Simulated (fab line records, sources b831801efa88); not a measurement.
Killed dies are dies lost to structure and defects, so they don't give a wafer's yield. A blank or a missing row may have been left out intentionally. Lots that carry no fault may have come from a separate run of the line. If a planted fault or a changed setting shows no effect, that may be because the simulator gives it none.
What tool caused it? | flow sky130 | Sampling: 6 lots, 18 wafers, 3 of 708 route steps

== WHAT THE GAUGES SHOWED, per wafer ==
SKY_VT_ADJUST_HVTP_OVL_MEAS_08.
lot  | measured     | on         | VT_ADJUST_HVTP_OVL (nm)
L905 | day 6 11:37  | overlay-02 | -0.5 0.0 -2.0
L907 | day 6 18:59  | overlay-01 | -0.6 -0.3 1.7
L911 | day 8 03:20  | overlay-02 | -0.4 1.1 -0.1
L918 | day 9 22:02  | overlay-01 | 1.3 -0.6 0.9
L920 | day 10 09:13 | overlay-01 | -0.1 1.5 0.0
L926 | day 12 12:49 | overlay-01 | 0.5 0.7 2.8

== EACH LOT AND THE TOOL THAT RAN IT (in order: tool; ch and the chambers of the sampled wafers; start) ==
lot  | SKY_DNWELL_STRIP_08                 | SKY_PWDE_HMDS_01
L905 | plasma_asher-04 ch 0,1, day 3 15:25 | litho_track-04 ch 0, day 3 23:02
L907 | plasma_asher-02 ch 0,1, day 3 23:01 | litho_track-04 ch 0, day 4 06:28
L911 | plasma_asher-02 ch 0,1, day 5 02:16 | litho_track-04 ch 0, day 5 10:46
L918 | plasma_asher-04 ch 1, day 6 12:16   | litho_track-01 ch 0, day 6 19:59
L920 | plasma_asher-04 ch 0,1, day 6 20:10 | litho_track-04 ch 0, day 7 06:01
L926 | plasma_asher-04 ch 0,1, day 8 18:13 | litho_track-04 ch 0, day 9 04:10
- SKY_DNWELL_STRIP_08: strips in O2/N2.
- SKY_PWDE_HMDS_01: prime time 60 s.

== THE ANSWER, worked out from the rows above alone ==
Rule: what is usual is taken from the lots themselves. Put in order of their means at a reading, lots are off if they are a third of the lots or fewer, leave a main group of 4 or more, and stand apart from it by a gap of 3 or more times the standard deviation of the main group's means; of several such gaps the widest counts. A main group is skipped when, at the precision printed for the reading in the tables above, its means are all equal. A lot without any number at a reading at which 4 lots or more have one is off too. Where the step has rows for the other lots, those lots are counted as sound.
Across all readings shown, no lot is off: no conclusion can be drawn from this.

== WHAT THE SIMULATOR HAD PUT IN ==
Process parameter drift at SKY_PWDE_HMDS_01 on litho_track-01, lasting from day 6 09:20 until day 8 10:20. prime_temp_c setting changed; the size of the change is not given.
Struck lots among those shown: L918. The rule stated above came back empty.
